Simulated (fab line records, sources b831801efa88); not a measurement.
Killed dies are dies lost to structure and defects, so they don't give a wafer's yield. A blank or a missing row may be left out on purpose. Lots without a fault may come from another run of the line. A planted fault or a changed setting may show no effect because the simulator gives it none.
fab line records | flow sky130
record lots=24 wafers=72 last_day=50
route steps=708 shown VIA1@461 CAPM@540 VIA3@596 VIA4@659 METAL5@662 PASSIVATION@693
lots that met no fault: from a run of the same line without faults
start_h: hours from the record's first day to the start of the lot's first wafer shown | wait_h: hours since the lot's step before | " the same as in the row above | L1.1+2: a row that stands for several wafers | - no value, or no start given | * or withheld: withheld | < > ~ a bound
route shown NAME@n: a module of which the file shows steps, and the number in the route of the first | usual: mean/standard deviation of fault-free wafers | same: alike in all rows | chamber/n: place in a boat | sites: the reading at each site | _std_site: their standard deviation | _edge_site: outer sites' mean less inner sites' | radius_mm: how far each site lies from the wafer's centre | mask NAME#n: copy n | behind: the tool/chamber that last shaped the wafer | hold: why the lot was held/for how many hours/how that ended | device: the transistor (n, p or np) that didn't switch | end of line: the same wafers' tests at the end of the route | a step without rows: its recipe alone | killed: dies lost to structure and defects at the first sort, not the wafer's yield | map: a wafer's dies, x killed, . not, _ none there
set.NAME: the setting as run; set.NAME@STEP: as run at that earlier step | model.NAME: the simulator's own value behind a step, which no gauge read
steps of the route over a sample of lots; a table a step, a row a wafer
services: from which hour (start_h, from the record's first day; less than 0 if before it) a tool's chamber was out of use, for how many hours, and why
## steps
# step SKY_VIA1_BOW_MEAS_03
# recipe mode=bow
# usual VIA1_BOW=80/7.1
# columns lot.wafer tool chamber start_h wait_h VIA1_BOW[um]
L074.4 film_metro-04 - 771.59 0.2 83
L074.5 " - " " 84
L074.6 " - " " 69
L075.4 film_metro-01 - 775.43 0.3 77
L075.5 " - " " 78
L075.6 " - " " 91
L076.3 film_metro-02 - 777.90 0.2 88
L076.4 " - " " 89
L076.6 " - " " 86
L077.1 film_metro-01 - 791.81 0.2 83
L077.2 " - " " 81
L077.3 " - " " 89
L078.1 film_metro-04 - 792.76 0.1 89
L078.2 " - " " 89
L078.4 " - " " 77
L079.2 film_metro-01 - 799.09 0.2 83
L079.3 " - " " 75
L079.6 " - " " 81
L080.3 film_metro-01 - 803.89 0.2 83
L080.4 " - " " 85
L080.5 " - " " 77
L081.1 film_metro-04 - 811.57 0.1 89
L081.2 " - " " 78
L081.6 " - " " 81
L082.1 film_metro-01 - 824.49 0.1 83
L082.3 " - " " 64
L082.6 " - " " 75
L083.2 film_metro-01 - 828.82 0.2 78
L083.3 " - " " 80
L083.6 " - " " 79
L084.1 film_metro-04 - 831.02 0.1 79
L084.3 " - " " 72
L084.6 " - " " 81
L085.1 film_metro-04 - 845.70 0.1 82
L085.2 " - " " 89
L085.6 " - " " 82
L086.1 film_metro-01 - 850.75 0.1 78
L086.3 " - " " 62
L086.5 " - " " 80
L087.3 film_metro-04 - 857.90 0.1 85
L087.5 " - " " 66
L087.6 " - " " 76
L088.1 film_metro-04 - 876.55 0.1 82
L088.2 " - " " 75
L088.3 " - " " 92
L089.2 film_metro-02 - 880.62 0.1 82
L089.4 " - " " 80
L089.6 " - " " 86
L090.1 film_metro-02 - 895.00 0.2 84
L090.5 " - " " 86
L090.6 " - " " 84
L091.1 film_metro-01 - 900.92 0.2 79
L091.2 " - " " 82
L091.5 " - " " 89
L093.1 film_metro-04 - 905.47 0.2 84
L093.4 " - " " 79
L093.5 " - " " 81
L092.1 film_metro-01 - 906.43 0.2 93
L092.3 " - " " 80
L092.4 " - " " 66
L094.1 film_metro-01 - 909.32 0.2 81
L094.4 " - " " 86
L094.6 " - " " 74
L095.1 film_metro-02 - 935.70 0.2 91
L095.4 " - " " 81
L095.5 " - " " 84
L097.1 film_metro-01 - 936.91 0.2 82
L097.3 " - " " 80
L097.5 " - " " 83
L096.3 film_metro-01 - 944.66 0.2 89
L096.4 " - " " 83
L096.5 " - " " 70
# step SKY_CAPM_RS_MEAS_03
# recipe thk_meas_gauge=four-point-probe reads=TiN_of_CAPM_SPUTTER_02
# usual CAPM_TIN_RS=6.88/0.072
# columns lot.wafer tool chamber start_h wait_h CAPM_TIN_RS[ohm/sq]
L074.4 film_metro-03 - 855.47 0.1 7.00
L074.5 " - " " 7.01
L074.6 " - " " 6.93
L075.4 film_metro-04 - 858.04 0.2 6.86
L075.5 " - " " 6.78
L075.6 " - " " 6.78
L076.3 film_metro-01 - 860.42 0.1 6.76
L076.4 " - " " 6.74
L076.6 " - " " 6.81
L077.1 film_metro-04 - 871.43 0.1 6.93
L077.2 " - " " 6.88
L077.3 " - " " 6.92
L078.1 film_metro-04 - 875.13 0.1 6.83
L078.2 " - " " 6.81
L078.4 " - " " 6.84
L079.2 film_metro-03 - 880.85 0.1 6.89
L079.3 " - " " 6.90
L079.6 " - " " 6.93
L080.3 film_metro-01 - 886.95 0.1 6.83
L080.4 " - " " 6.78
L080.5 " - " " 6.82
L081.1 film_metro-03 - 892.89 0.1 6.89
L081.2 " - " " 6.86
L081.6 " - " " 6.91
L082.1 film_metro-04 - 906.29 0.1 6.87
L082.3 " - " " 6.90
L082.6 " - " " 6.90
L083.2 film_metro-01 - 910.63 0.1 6.94
L083.3 " - " " 7.02
L083.6 " - " " 6.96
L084.1 film_metro-04 - 912.81 0.1 6.76
L084.3 " - " " 6.77
L084.6 " - " " 6.73
L085.1 film_metro-01 - 926.19 0.1 6.80
L085.2 " - " " 6.82
L085.6 " - " " 6.79
L086.1 film_metro-01 - 931.19 0.1 6.94
L086.3 " - " " 6.89
L086.5 " - " " 6.94
L087.3 film_metro-03 - 938.28 0.1 6.84
L087.5 " - " " 6.82
L087.6 " - " " 6.87
L088.1 film_metro-03 - 956.50 0.1 7.01
L088.2 " - " " 6.97
L088.3 " - " " 7.02
L089.2 film_metro-03 - 959.83 0.1 7.01
L089.4 " - " " 6.97
L089.6 " - " " 6.97
L090.1 film_metro-04 - 971.99 0.1 6.90
L090.5 " - " " 6.85
L090.6 " - " " 6.84
L091.1 film_metro-03 - 981.70 0.1 6.90
L091.2 " - " " 6.84
L091.5 " - " " 6.86
L093.1 film_metro-04 - 983.67 0.1 6.83
L093.4 " - " " 6.89
L093.5 " - " " 6.85
L092.1 film_metro-01 - 984.60 0.1 6.90
L092.3 " - " " 6.93
L092.4 " - " " 6.92
L094.1 film_metro-03 - 988.19 0.1 6.98
L094.4 " - " " 7.00
L094.6 " - " " 6.92
L095.1 film_metro-03 - 1013.20 0.1 6.90
L095.4 " - " " 6.86
L095.5 " - " " 6.88
L097.1 film_metro-01 - 1014.02 0.1 6.92
L097.3 " - " " 6.91
L097.5 " - " " 6.87
L096.3 film_metro-03 - 1019.60 0.1 6.84
L096.4 " - " " 6.83
L096.5 " - " " 6.88
# step SKY_VIA3_THK_MEAS_23
# recipe thk_meas_gauge=xrf reads=W_of_VIA3_CVD_21
# usual VIA3_W_THK=379/7.5
# columns lot.wafer tool chamber start_h wait_h VIA3_W_THK[nm]
L074.4 film_metro-02 - 934.33 0.1 388
L074.5 " - " " 388
L074.6 " - " " 380
L075.4 film_metro-04 - 936.48 0.1 380
L075.5 " - " " 381
L075.6 " - " " 381
L076.3 film_metro-02 - 939.92 0.1 385
L076.4 " - " " 378
L076.6 " - " " 382
L077.1 film_metro-04 - 948.19 0.1 393
L077.2 " - " " 382
L077.3 " - " " 391
L078.1 film_metro-04 - 954.03 0.1 383
L078.2 " - " " 394
L078.4 " - " " 383
L079.2 film_metro-01 - 959.35 0.1 370
L079.3 " - " " 364
L079.6 " - " " 367
L080.3 film_metro-04 - 964.13 0.1 382
L080.4 " - " " 389
L080.5 " - " " 386
L081.1 film_metro-01 - 969.09 0.1 373
L081.2 " - " " 368
L081.6 " - " " 362
L082.1 film_metro-01 - 982.67 0.1 364
L082.3 " - " " 366
L082.6 " - " " 369
L083.2 film_metro-04 - 987.07 0.1 387
L083.3 " - " " 382
L083.6 " - " " 373
L084.1 film_metro-02 - 989.14 0.1 382
L084.3 " - " " 385
L084.6 " - " " 376
L085.1 film_metro-04 - 999.62 0.1 375
L085.2 " - " " 385
L085.6 " - " " 386
L086.1 film_metro-02 - 1011.34 0.1 380
L086.3 " - " " 388
L086.5 " - " " 378
L087.3 film_metro-01 - 1013.76 0.1 380
L087.5 " - " " 374
L087.6 " - " " 379
L088.1 film_metro-04 - 1030.18 0.1 380
L088.2 " - " " 388
L088.3 " - " " 388
L089.2 film_metro-04 - 1033.32 0.1 369
L089.4 " - " " 383
L089.6 " - " " 370
L090.1 film_metro-02 - 1043.57 0.1 375
L090.5 " - " " 384
L090.6 " - " " 374
L091.1 film_metro-02 - 1053.60 0.1 383
L091.2 " - " " 372
L091.5 " - " " 383
L093.1 film_metro-01 - 1055.70 0.1 371
L093.4 " - " " 373
L093.5 " - " " 372
L092.1 film_metro-01 - 1056.96 0.1 365
L092.3 " - " " 366
L092.4 " - " " 374
L094.1 film_metro-02 - 1060.63 0.1 374
L094.4 " - " " 368
L094.6 " - " " 368
L095.1 film_metro-04 - 1082.82 0.1 384
L095.4 " - " " 381
L095.5 " - " " 388
L097.1 film_metro-01 - 1084.53 0.1 379
L097.3 " - " " 375
L097.5 " - " " 369
L096.3 film_metro-04 - 1088.02 0.1 380
L096.4 " - " " 396
L096.5 " - " " 380
# step SKY_VIA4_THK_MEAS_20
# recipe thk_meas_gauge=xrf reads=W_of_VIA4_CVD_18
# usual VIA4_W_THK=495/6.7
# columns lot.wafer tool chamber start_h wait_h VIA4_W_THK[nm]
L074.4 film_metro-03 - 1010.07 0.1 497
L074.5 " - " " 505
L074.6 " - " " 503
L075.4 film_metro-02 - 1011.17 0.1 482
L075.5 " - " " 491
L075.6 " - " " 495
L076.3 film_metro-02 - 1016.77 0.1 497
L076.4 " - " " 502
L076.6 " - " " 495
L077.1 film_metro-01 - 1022.10 0.1 508
L077.2 " - " " 500
L077.3 " - " " 506
L078.1 film_metro-03 - 1028.87 0.1 487
L078.2 " - " " 502
L078.4 " - " " 486
L079.2 film_metro-01 - 1033.51 0.1 498
L079.3 " - " " 495
L079.6 " - " " 486
L080.3 film_metro-02 - 1038.44 0.1 491
L080.4 " - " " 507
L080.5 " - " " 494
L081.1 film_metro-02 - 1040.84 0.1 485
L081.2 " - " " 498
L081.6 " - " " 492
L082.1 film_metro-01 - 1055.24 0.1 476
L082.3 " - " " 490
L082.6 " - " " 493
L083.2 film_metro-02 - 1058.35 0.1 504
L083.3 " - " " 502
L083.6 " - " " 501
L084.1 film_metro-03 - 1060.81 0.1 491
L084.3 " - " " 500
L084.6 " - " " 488
L085.1 film_metro-01 - 1069.34 0.1 500
L085.2 " - " " 492
L085.6 " - " " 484
L086.1 film_metro-01 - 1082.06 0.1 494
L086.3 " - " " 488
L086.5 " - " " 488
L087.3 film_metro-03 - 1083.75 0.1 484
L087.5 " - " " 492
L087.6 " - " " 496
L088.1 film_metro-02 - 1098.09 0.1 502
L088.2 " - " " 495
L088.3 " - " " 494
L089.2 film_metro-02 - 1101.12 0.1 498
L089.4 " - " " 484
L089.6 " - " " 491
L090.1 film_metro-03 - 1109.92 0.1 494
L090.5 " - " " 501
L090.6 " - " " 497
L091.1 film_metro-02 - 1119.47 0.1 492
L091.2 " - " " 499
L091.5 " - " " 498
L093.1 film_metro-02 - 1120.49 0.1 491
L093.4 " - " " 499
L093.5 " - " " 491
L092.1 film_metro-02 - 1123.04 0.1 502
L092.3 " - " " 499
L092.4 " - " " 495
L094.1 film_metro-02 - 1126.74 0.1 511
L094.4 " - " " 497
L094.6 " - " " 493
L095.1 film_metro-02 - 1145.11 0.1 493
L095.4 " - " " 493
L095.5 " - " " 495
L097.1 film_metro-03 - 1145.54 0.1 494
L097.3 " - " " 494
L097.5 " - " " 494
L096.3 film_metro-03 - 1149.20 0.1 487
L096.4 " - " " 485
L096.5 " - " " 487
# step SKY_METAL5_SPUTTER_01
# recipe material=TiN target_thk_nm=20 power_w=6500 time_s=17.17 chamber_pressure_pa=0.4
# usual throttle_valve_pct=30.0/1.5
# columns lot.wafer tool chamber start_h wait_h throttle_valve_pct
L074.4 pvd_sputter-03 - 1010.43 0.0 28.6
L074.5 " - " " 33.0
L074.6 " - " " 28.7
L075.4 pvd_sputter-03 - 1011.99 0.0 33.0
L075.5 " - " " 28.6
L075.6 " - " " 28.4
L076.3 pvd_sputter-03 - 1017.14 0.0 28.3
L076.4 " - " " 28.7
L076.6 " - " " 28.1
L077.1 pvd_sputter-01 - 1022.48 0.0 29.6
L077.2 " - " " 29.9
L077.3 " - " " 31.5
L078.1 pvd_sputter-01 - 1029.42 0.0 28.7
L078.2 " - " " 29.5
L078.4 " - " " 31.3
L079.2 pvd_sputter-02 - 1034.29 0.0 29.3
L079.3 " - " " 29.7
L079.6 " - " " 30.9
L080.3 pvd_sputter-03 - 1038.80 0.0 28.4
L080.4 " - " " 28.2
L080.5 " - " " 28.4
L081.1 pvd_sputter-01 - 1041.22 0.0 29.4
L081.2 " - " " 31.4
L081.6 " - " " 31.5
L082.1 pvd_sputter-03 - 1055.62 0.0 28.7
L082.3 " - " " 28.1
L082.6 " - " " 28.1
L083.2 pvd_sputter-02 - 1058.88 0.0 29.5
L083.3 " - " " 30.8
L083.6 " - " " 29.7
L084.1 pvd_sputter-01 - 1061.19 0.0 29.1
L084.3 " - " " 30.0
L084.6 " - " " 29.6
L085.1 pvd_sputter-03 - 1069.72 0.0 30.7
L085.2 " - " " 33.0
L085.6 " - " " 33.1
L086.1 pvd_sputter-03 - 1082.44 0.0 30.6
L086.3 " - " " 33.0
L086.5 " - " " 30.2
L087.3 pvd_sputter-01 - 1084.20 0.0 31.4
L087.5 " - " " 28.7
L087.6 " - " " 31.4
L088.1 pvd_sputter-03 - 1098.47 0.0 33.3
L088.2 " - " " 28.4
L088.3 " - " " 30.4
L089.2 pvd_sputter-01 - 1101.49 0.0 30.1
L089.4 " - " " 31.3
L089.6 " - " " 28.9
L090.1 pvd_sputter-02 - 1110.40 0.0 30.6
L090.5 " - " " 29.7
L090.6 " - " " 30.7
L091.1 pvd_sputter-02 - 1119.85 0.0 29.7
L091.2 " - " " 28.8
L091.5 " - " " 28.5
L093.1 pvd_sputter-03 - 1120.87 0.0 30.5
L093.4 " - " " 33.1
L093.5 " - " " 30.5
L092.1 pvd_sputter-03 - 1123.42 0.0 30.7
L092.3 " - " " 28.2
L092.4 " - " " 30.7
L094.1 pvd_sputter-02 - 1127.12 0.0 31.0
L094.4 " - " " 29.8
L094.6 " - " " 30.7
L095.1 pvd_sputter-01 - 1145.67 0.0 30.0
L095.4 " - " " 29.7
L095.5 " - " " 29.9
L097.1 pvd_sputter-01 - 1147.17 0.0 31.3
L097.3 " - " " 28.9
L097.5 " - " " 29.2
L096.3 pvd_sputter-03 - 1151.37 0.0 28.5
L096.4 " - " " 28.5
L096.5 " - " " 28.0
# step SKY_PASSIVATION_STRIP_12
# recipe chemistry=O2/N2 power_w=1400 pressure_mtorr=1500 platen_temp_c=withheld overash_fraction=0.7 o2_flow_sccm=3000 n2_flow_sccm=300
# usual chamber_pressure_mTorr=1500.1/1.4 drypump_motor_current_A=5.8/0.51 n2_flow_sccm=300.1/0.93 oes_product_au=0.661/0.0048 strip_time_to_endpoint_s=31.44/0.1
# columns lot.wafer tool chamber start_h wait_h chamber_pressure_mTorr drypump_motor_current_A n2_flow_sccm oes_product_au rf_hours_counter_h strip_time_to_endpoint_s
L074.4 plasma_asher-01 1 1055.76 0.1 1496.6 6.4 298.4 0.659 - 31.56
L074.5 " 0 " " 1500.4 5.5 300.6 0.669 - 31.52
L074.6 " 1 " " 1499.7 6.4 298.7 0.658 - 31.53
L075.4 plasma_asher-02 0 1058.31 0.1 1501.6 5.4 301.4 0.659 - 31.39
L075.5 " 0 " " 1500.4 5.5 299.5 0.674 - 31.40
L075.6 " 1 " " 1500.8 6.4 299.4 0.658 - 31.50
L076.3 plasma_asher-04 1 1062.83 0.1 1500.3 5.1 301.5 0.670 - 31.61
L076.4 " 0 " " 1501.3 6.2 301.3 0.668 - 31.49
L076.6 " 1 " " 1502.2 5.1 300.7 0.666 - 31.59
L077.1 plasma_asher-01 1 1065.38 0.1 1500.7 6.4 300.7 0.661 99 31.48
L077.2 " 0 " " 1500.8 5.5 300.2 0.660 99 31.47
L077.3 " 1 " " 1501.0 6.4 300.6 0.657 - 31.28
L078.1 plasma_asher-01 1 1074.13 0.1 1500.3 6.5 300.2 0.656 100 31.50
L078.2 " 0 " " 1499.6 5.5 299.8 0.659 100 31.58
L078.4 " 1 " " 1500.7 6.4 298.5 0.655 - 31.61
L079.2 plasma_asher-02 0 1078.93 0.1 1500.4 5.4 301.6 0.662 34 31.33
L079.3 " 0 " " 1500.3 5.4 300.4 0.670 - 31.30
L079.6 " 1 " " 1501.2 6.4 300.8 0.664 - 31.41
L080.3 plasma_asher-04 0 1083.31 0.1 1500.4 6.2 301.8 0.664 - 31.48
L080.4 " 1 " " 1501.9 5.1 300.5 0.653 - 31.38
L080.5 " 0 " " 1499.5 6.2 301.6 0.664 - 31.42
L081.1 plasma_asher-01 0 1085.88 0.1 1499.9 5.5 301.3 0.664 100 31.55
L081.2 " 1 " " 1500.9 6.4 300.1 0.660 100 31.58
L081.6 " 1 " " 1498.3 6.4 300.6 0.669 - 31.63
L082.1 plasma_asher-04 1 1098.58 0.1 1499.2 5.1 300.6 0.661 67 31.53
L082.3 " 1 " " 1500.0 5.1 300.2 0.658 - 31.41
L082.6 " 1 " " 1502.6 5.1 300.9 0.655 - 31.40
L083.2 plasma_asher-04 0 1102.18 0.1 1500.9 6.2 299.1 0.659 68 31.54
L083.3 " 1 " " 1500.2 5.1 300.1 0.669 - 31.58
L083.6 " 0 " " 1500.3 6.2 298.4 0.662 - 31.52
L084.1 plasma_asher-02 0 1103.99 0.1 1501.3 5.4 299.9 0.656 37 31.40
L084.3 " 0 " " 1497.6 5.4 300.0 0.659 - 31.39
L084.6 " 1 " " 1497.4 6.4 300.7 0.656 - 31.35
L085.1 plasma_asher-02 1 1110.53 0.1 1500.0 6.4 300.9 0.661 38 31.32
L085.2 " 0 " " 1500.4 5.4 300.4 0.656 38 31.47
L085.6 " 1 " " 1500.2 6.5 300.6 0.660 - 31.40
L086.1 plasma_asher-04 0 1124.18 0.1 1499.4 6.2 298.7 0.660 69 31.49
L086.3 " 1 " " 1501.1 5.1 301.7 0.656 - 31.51
L086.5 " 0 " " 1500.3 6.2 300.6 0.661 - 31.55
L087.3 plasma_asher-02 1 1124.87 0.1 1497.5 6.4 298.9 0.667 - 31.34
L087.5 " 0 " " 1498.3 5.4 299.0 0.661 - 31.28
L087.6 " 1 " " 1500.8 6.4 298.0 0.660 - 31.20
L088.1 plasma_asher-04 0 1139.13 0.1 1499.8 6.2 301.3 0.665 70 31.49
L088.2 " 1 " " 1501.9 5.1 300.3 0.658 70 31.42
L088.3 " 0 " " 1505.4 6.2 301.1 0.661 - 31.46
L089.2 plasma_asher-01 1 1140.83 0.1 1498.2 6.4 299.3 0.654 105 31.35
L089.4 " 0 " " 1501.0 5.5 298.9 0.666 - 31.29
L089.6 " 0 " " 1501.1 5.5 299.2 0.655 - 31.28
L090.1 plasma_asher-02 0 1148.43 0.1 1496.9 5.4 300.9 0.664 41 31.37
L090.5 " 1 " " 1499.4 6.4 298.6 0.664 - 31.30
L090.6 " 0 " " 1503.2 5.4 300.8 0.651 - 31.36
L091.1 plasma_asher-01 0 1157.28 0.1 1501.0 5.5 300.1 0.657 107 31.49
L091.2 " 1 " " 1499.9 6.4 300.4 0.660 107 31.42
L091.5 " 1 " " 1499.6 6.4 300.3 0.661 - 31.37
L093.1 plasma_asher-02 0 1158.58 0.1 1499.3 5.5 301.0 0.661 42 31.43
L093.4 " 1 " " 1499.2 6.4 300.3 0.665 - 31.51
L093.5 " 0 " " 1502.4 5.4 299.6 0.660 - 31.43
L092.1 plasma_asher-04 1 1160.59 0.1 1500.0 5.2 300.3 0.659 73 31.54
L092.3 " 1 " " 1498.5 5.1 300.8 0.657 - 31.52
L092.4 " 0 " " 1496.9 6.1 298.4 0.664 - 31.54
L094.1 plasma_asher-04 1 1164.08 0.1 1499.3 5.2 301.5 0.660 73 31.39
L094.4 " 1 " " 1501.5 5.1 301.2 0.667 - 31.51
L094.6 " 1 " " 1497.7 5.1 300.6 0.659 - 31.46
L095.1 plasma_asher-01 0 1181.10 0.1 1498.9 5.5 298.6 0.654 110 31.49
L095.4 " 0 " " 1499.8 5.5 298.9 0.663 - 31.41
L095.5 " 1 " " 1500.0 6.4 299.2 0.652 - 31.46
L097.1 plasma_asher-01 1 1182.03 0.1 1499.2 6.4 298.6 0.660 110 31.29
L097.3 " 1 " " 1499.8 6.4 301.0 0.661 - 31.33
L097.5 " 1 " " 1501.5 6.4 299.0 0.660 - 31.33
L096.3 plasma_asher-04 1 1185.52 0.1 1499.5 5.1 298.0 0.658 - 31.20
L096.4 " 0 " " 1500.1 6.2 300.9 0.659 - 31.35
L096.5 " 0 " " 1499.9 6.1 298.9 0.663 - 31.30
## services
# columns tool chamber start_h hours kind
pvd_sputter-03 - 994.27 2.5 repair
pvd_sputter-03 3 1010.57 - consumable_replace:kit
pvd_sputter-03 3 1010.57 18.0 scheduled_down
pvd_sputter-03 3 1010.57 18.0 vent_cycle
pvd_sputter-01 0 1031.86 - consumable_replace:kit
pvd_sputter-02 - 1037.95 4.3 repair
pvd_sputter-02 - 1047.86 3.3 repair
plasma_asher-04 - 1050.20 9.9 repair
pvd_sputter-01 - 1069.94 6.5 repair
plasma_asher-01 - 1077.41 6.6 repair
plasma_asher-04 - 1103.48 9.0 pm
pvd_sputter-03 2 1105.91 - consumable_replace:kit
pvd_sputter-03 2 1105.91 18.0 scheduled_down
pvd_sputter-03 2 1105.91 18.0 vent_cycle
pvd_sputter-01 - 1108.21 7.3 repair
pvd_sputter-03 - 1109.31 2.0 repair
plasma_asher-01 - 1110.15 3.0 repair
plasma_asher-01 - 1115.45 2.8 pm
pvd_sputter-02 - 1129.17 5.9 repair
pvd_sputter-02 - 1133.24 4.1 repair
pvd_sputter-03 1 1150.60 - consumable_replace:kit
pvd_sputter-03 1 1150.60 18.0 scheduled_down
pvd_sputter-03 1 1150.60 18.0 vent_cycle
plasma_asher-04 - 1162.28 0.4 repair
## key
fault none
